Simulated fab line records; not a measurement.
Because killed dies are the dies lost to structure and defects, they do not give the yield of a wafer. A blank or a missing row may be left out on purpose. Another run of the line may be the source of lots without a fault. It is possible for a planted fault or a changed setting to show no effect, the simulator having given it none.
fab line records	flow sky130
[record] lots = 15	wafers = 45	last_day = 51
route steps=708 shown METAL2@485 VIA2@508 METAL3@535
lots that met no fault: taken from a fault-free run of the same line
start_h: start of the lot's first displayed wafer, in hours after the record's first day	wait_h: how many hours have passed since the lot's step before this one	" as in the row above	L1.1+2: a single row standing in for several wafers	- no value, or no start given	* or withheld: withheld	< > ~ a bound
route shown NAME@n: a module of which the file shows steps, and the number in the route of the first	usual: mean/standard deviation of fault-free wafers	same: alike in all rows	chamber/n: place in a boat	sites: readings site by site	_std_site: standard deviation of those values	_edge_site: outer sites' mean less inner sites'	radius_mm: how far each site lies from the wafer's centre	mask NAME#n: copy n	behind: the most recent tool/chamber to have shaped the wafer	hold: cause of the lot's hold/its duration in hours/its outcome	device: the n, p or np transistor that did not switch	end of line: the same wafers' tests at the end of the route	a step without rows: its recipe alone	killed: dies that structure and defects cost at the first sort, which is not the same as the wafer's yield	map: dies across one wafer; x = killed, . = not, _ = none there
set.NAME: the setting as run; set.NAME@STEP: as run at that earlier step	model.NAME: the simulator's own value behind a step, which no gauge read
one table for each step of the route and one row for each wafer, over a sample of lots
services: when a tool's chamber went out of use (start_h, in hours from the record's first day, below 0 if earlier), for how many hours, and the reason
[[steps]]
[step SKY_METAL2_SPUTTER_02]
[recipe] material = AlCu	target_thk_nm = 250	power_w = 10600	time_s = 13.3	chamber_pressure_pa = 0.4
[usual] cathode_dc_power_W = 10600/1.9	chamber_pressure_pa = 0.4000/0.00084	throttle_valve_pct = 29.4/0.88
[same] time_s = 13.3
lot.wafer	tool	chamber	start_h	wait_h	cathode_dc_power_W	chamber_pressure_pa	throttle_valve_pct
L468.2	pvd_sputter-04	-	813.41	0.0	10604	0.3997	29.0
L468.4	"	-	"	"	10598	0.3996	30.0
L468.5	"	-	"	"	10602	0.3996	29.2
L469.1	pvd_sputter-02	-	823.92	0.0	10601	0.4002	30.6
L469.3	"	-	"	"	10599	0.3992	29.3
L469.4	"	-	"	"	10600	0.4000	27.7
L470.1	pvd_sputter-04	-	827.40	0.0	10597	0.3993	30.2
L470.4	"	-	"	"	10601	0.3999	29.7
L470.6	"	-	"	"	10600	0.3998	29.9
L471.1	pvd_sputter-02	-	840.73	0.0	10599	0.3988	27.7
L471.2	"	-	"	"	10602	0.4012	30.7
L471.6	"	-	"	"	10600	0.4005	27.3
L475.3	pvd_sputter-02	-	872.14	0.0	10602	0.4011	27.8
L475.4	"	-	"	"	10597	0.3979	29.1
L475.6	"	-	"	"	10599	0.3996	27.7
L476.1	pvd_sputter-04	-	877.31	0.0	10601	0.4005	30.3
L476.2	"	-	"	"	10601	0.4007	30.1
L476.3	"	-	"	"	10599	0.4009	28.9
L477.2	pvd_sputter-02	-	886.54	0.0	10598	0.4003	27.7
L477.3	"	-	"	"	10602	0.4010	30.6
L477.4	"	-	"	"	10598	0.4001	29.5
L478.2	pvd_sputter-04	-	891.61	0.0	10599	0.4011	29.8
L478.3	"	-	"	"	10597	0.3999	29.3
L478.6	"	-	"	"	10599	0.4005	29.3
L481.1	pvd_sputter-02	-	909.96	0.0	10598	0.4007	29.0
L481.2	"	-	"	"	10599	0.3992	27.8
L481.5	"	-	"	"	10602	0.4009	27.5
L483.2	pvd_sputter-04	-	928.23	0.0	10599	0.4014	29.0
L483.3	"	-	"	"	10596	0.3993	28.9
L483.6	"	-	"	"	10604	0.4012	30.2
L486.3	pvd_sputter-02	-	946.09	0.0	10599	0.4008	29.6
L486.4	"	-	"	"	10599	0.4001	29.0
L486.5	"	-	"	"	10600	0.3995	30.5
L487.1	pvd_sputter-04	-	952.10	0.0	10599	0.4013	29.1
L487.3	"	-	"	"	10597	0.3987	30.5
L487.6	"	-	"	"	10602	0.4001	30.2
L489.1	pvd_sputter-04	-	969.49	0.0	10599	0.4003	28.9
L489.4	"	-	"	"	10602	0.3997	30.3
L489.6	"	-	"	"	10602	0.4000	30.2
L490.3	pvd_sputter-02	-	971.18	0.0	10596	0.4012	29.3
L490.5	"	-	"	"	10599	0.4006	28.9
L490.6	"	-	"	"	10600	0.3994	29.4
L491.2	pvd_sputter-02	-	974.36	0.0	10603	0.3998	27.8
L491.3	"	-	"	"	10597	0.4007	30.6
L491.6	"	-	"	"	10600	0.3996	27.8
[step SKY_METAL2_CD_MEAS_15]
[recipe] target_cd_nm = 140
[usual] cd_nm = 139.2/1.5
lot.wafer	tool	chamber	start_h	wait_h	cd_nm
L468.2	cd_sem-01	-	840.49	-	138.5
L468.4	"	-	"	"	138.4
L468.5	"	-	"	"	139.7
L469.1	cd_sem-02	-	851.87	-	137.6
L469.3	"	-	"	"	139.2
L469.4	"	-	"	"	141.1
L470.1	cd_sem-01	-	854.07	-	142.3
L470.4	"	-	"	"	141.1
L470.6	"	-	"	"	140.3
L471.1	cd_sem-01	-	866.80	-	140.4
L471.2	"	-	"	"	137.3
L471.6	"	-	"	"	138.1
L475.3	cd_sem-02	-	898.84	-	140.3
L475.4	"	-	"	"	140.2
L475.6	"	-	"	"	139.5
L476.1	cd_sem-01	-	903.82	-	137.1
L476.2	"	-	"	"	136.4
L476.3	"	-	"	"	139.0
L477.2	cd_sem-02	-	913.12	-	140.1
L477.3	"	-	"	"	139.5
L477.4	"	-	"	"	140.0
L478.2	cd_sem-01	-	918.19	-	140.5
L478.3	"	-	"	"	140.3
L478.6	"	-	"	"	140.3
L481.1	cd_sem-01	-	935.87	-	137.4
L481.2	"	-	"	"	138.5
L481.5	"	-	"	"	139.0
L483.2	cd_sem-02	-	953.04	-	139.4
L483.3	"	-	"	"	139.4
L483.6	"	-	"	"	139.1
L486.3	cd_sem-02	-	971.49	-	139.8
L486.4	"	-	"	"	138.9
L486.5	"	-	"	"	137.5
L487.1	cd_sem-01	-	977.45	-	141.6
L487.3	"	-	"	"	141.6
L487.6	"	-	"	"	140.2
L489.1	cd_sem-02	-	993.70	-	138.9
L489.4	"	-	"	"	140.7
L489.6	"	-	"	"	138.1
L490.3	cd_sem-01	-	995.31	-	136.7
L490.5	"	-	"	"	135.8
L490.6	"	-	"	"	136.5
L491.2	cd_sem-02	-	999.22	-	137.6
L491.3	"	-	"	"	138.7
L491.6	"	-	"	"	139.2
[step SKY_VIA2_THK_MEAS_01]
[recipe] reads = SiO2_of_VIA2_HDPCVD_00
[usual] VIA2_HDPCVD_THK = 1179/12
lot.wafer	tool	chamber	start_h	wait_h	VIA2_HDPCVD_THK[nm]
L468.2	film_metro-03	-	841.72	0.1	1187
L468.4	"	-	"	"	1195
L468.5	"	-	"	"	1202
L469.1	film_metro-02	-	852.93	0.1	1159
L469.3	"	-	"	"	1158
L469.4	"	-	"	"	1150
L470.1	film_metro-04	-	855.14	0.1	1163
L470.4	"	-	"	"	1150
L470.6	"	-	"	"	1177
L471.1	film_metro-02	-	867.86	0.1	1181
L471.2	"	-	"	"	1191
L471.6	"	-	"	"	1166
L475.3	film_metro-03	-	899.93	0.1	1184
L475.4	"	-	"	"	1155
L475.6	"	-	"	"	1180
L476.1	film_metro-03	-	905.08	0.1	1171
L476.2	"	-	"	"	1178
L476.3	"	-	"	"	1162
L477.2	film_metro-02	-	914.20	0.1	1193
L477.3	"	-	"	"	1182
L477.4	"	-	"	"	1197
L478.2	film_metro-02	-	919.24	0.1	1187
L478.3	"	-	"	"	1178
L478.6	"	-	"	"	1188
L481.1	film_metro-02	-	936.93	0.1	1180
L481.2	"	-	"	"	1176
L481.5	"	-	"	"	1176
L483.2	film_metro-04	-	954.10	0.1	1191
L483.3	"	-	"	"	1204
L483.6	"	-	"	"	1205
L486.3	film_metro-04	-	972.54	0.1	1178
L486.4	"	-	"	"	1191
L486.5	"	-	"	"	1197
L487.1	film_metro-03	-	978.56	0.1	1167
L487.3	"	-	"	"	1171
L487.6	"	-	"	"	1172
L489.1	film_metro-02	-	994.85	0.1	1170
L489.4	"	-	"	"	1177
L489.6	"	-	"	"	1181
L490.3	film_metro-04	-	996.42	0.1	1171
L490.5	"	-	"	"	1170
L490.6	"	-	"	"	1171
L491.2	film_metro-04	-	1000.32	0.1	1182
L491.3	"	-	"	"	1171
L491.6	"	-	"	"	1193
[step SKY_METAL3_SPUTTER_03]
[recipe] material = Ti	target_thk_nm = 5	power_w = 3000	time_s = 3.3	chamber_pressure_pa = 0.4
[usual] cathode_dc_power_W = 3000.0/0.52	chamber_pressure_pa = 0.4001/0.00073	throttle_valve_pct = 30.0/0.76	time_s = 3.3/0
lot.wafer	tool	chamber	start_h	wait_h	cathode_dc_power_W	chamber_pressure_pa	throttle_valve_pct	time_s
L468.2	pvd_sputter-03	-	870.53	0.0	2999.0	0.3995	29.6	3.3
L468.4	"	-	"	"	2999.8	0.4012	30.8	3.3
L468.5	"	-	"	"	2999.3	0.3999	30.7	3.3
L469.1	pvd_sputter-03	-	881.20	0.0	3000.1	0.4009	29.3	3.3
L469.3	"	-	"	"	2999.8	0.4016	30.7	3.3
L469.4	"	-	"	"	3000.0	0.3999	29.7	3.3
L470.1	pvd_sputter-03	-	883.22	0.0	3000.0	0.3996	30.8	3.3
L470.4	"	-	"	"	3000.1	0.3998	29.5	3.3
L470.6	"	-	"	"	3000.5	0.4007	29.9	3.3
L471.1	pvd_sputter-03	-	896.90	0.0	3000.6	0.4000	29.4	3.3
L471.2	"	-	"	"	3000.4	0.4001	29.8	3.3
L471.6	"	-	"	"	3000.2	0.4012	30.7	3.3
L475.3	pvd_sputter-03	-	927.24	0.0	3000.6	0.3984	29.5	3.3
L475.4	"	-	"	"	3000.3	0.4014	30.8	3.3
L475.6	"	-	"	"	2999.2	0.3992	29.3	3.3
L476.1	pvd_sputter-01	-	932.97	0.0	-	-	-	-
L476.2	"	-	"	"	-	-	-	-
L476.3	"	-	"	"	-	-	-	-
L477.2	pvd_sputter-04	-	941.15	0.0	-	-	-	-
L477.3	"	-	"	"	-	-	-	-
L477.4	"	-	"	"	-	-	-	-
L478.2	pvd_sputter-03	-	946.82	0.0	-	-	-	-
L478.3	"	-	"	"	-	-	-	-
L478.6	"	-	"	"	-	-	-	-
L481.1	pvd_sputter-01	-	963.62	0.0	3000.3	0.4012	30.4	3.3
L481.2	"	-	"	"	2999.6	0.3999	31.8	3.3
L481.5	"	-	"	"	3000.4	0.4005	29.6	3.3
L483.2	pvd_sputter-03	-	981.87	0.0	2999.6	0.4005	29.5	3.3
L483.3	"	-	"	"	3000.2	0.4010	29.6	3.3
L483.6	"	-	"	"	2999.3	0.4000	29.6	3.3
L486.3	pvd_sputter-03	-	999.52	0.0	3000.3	0.4000	30.9	3.3
L486.4	"	-	"	"	3000.0	0.3997	29.7	3.3
L486.5	"	-	"	"	2999.9	0.3996	29.6	3.3
L487.1	pvd_sputter-03	-	1004.98	0.0	3000.4	0.4006	29.9	3.3
L487.3	"	-	"	"	3001.2	0.4006	29.2	3.3
L487.6	"	-	"	"	3000.7	0.4013	29.9	3.3
L489.1	pvd_sputter-01	-	1020.21	0.0	3001.0	0.4006	30.5	3.3
L489.4	"	-	"	"	2999.8	0.4022	31.7	3.3
L489.6	"	-	"	"	3000.5	0.4000	29.5	3.3
L490.3	pvd_sputter-03	-	1021.75	0.0	3000.0	0.3992	29.2	3.3
L490.5	"	-	"	"	3000.4	0.4006	29.3	3.3
L490.6	"	-	"	"	3000.0	0.4004	30.8	3.3
L491.2	pvd_sputter-03	-	1025.55	0.0	2999.2	0.4002	29.8	3.3
L491.3	"	-	"	"	2999.2	0.3991	30.8	3.3
L491.6	"	-	"	"	2999.8	0.3997	29.7	3.3
[[services]]
tool	chamber	start_h	hours	kind
pvd_sputter-03	-	796.29	2.3	repair
pvd_sputter-04	-	853.66	4.9	repair
pvd_sputter-01	-	865.90	2.4	repair
pvd_sputter-01	-	876.03	14.1	repair
pvd_sputter-01	-	883.19	3.2	repair
pvd_sputter-04	-	884.17	3.1	repair
pvd_sputter-03	-	892.49	1.0	repair
pvd_sputter-02	-	969.60	1.2	repair
pvd_sputter-02	-	1010.82	1.4	repair
pvd_sputter-04	-	1025.43	6.6	repair
[[key]]
[first_sign] step = SKY_METAL3_SPUTTER_03	reading = tool_record	direction = missing
effect none on later readings
met_at SKY_METAL3_SPUTTER_03
struck_lots L476,L477,L478
later_rows_left_out L476.1,L476.2,L476.3,L477.2,L477.3,L477.4,L478.2,L478.3,L478.6
sort_left_out L476.1,L476.2,L476.3,L477.2,L477.3,L477.4,L478.2,L478.3,L478.6
not_acting_at SKY_METAL2_SPUTTER_02,SKY_METAL2_CD_MEAS_15,SKY_VIA2_THK_MEAS_01
onset_between 927.24 932.97
[fault] kind = skipped_step_whole	tool = pvd_sputter-01,pvd_sputter-03,pvd_sputter-04	chamber = -	onset_h = 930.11	steps = SKY_METAL3_SPUTTER_03	scope = struck_lots_only
// sort_left_out: the simulated sort isn't trusted on such a fault, so these wafers' sort isn't shown, and their yield isn't known
// later_rows_left_out: the simulator's readings of these wafers behind a module that went badly wrong aren't trusted and aren't shown, but for the sort
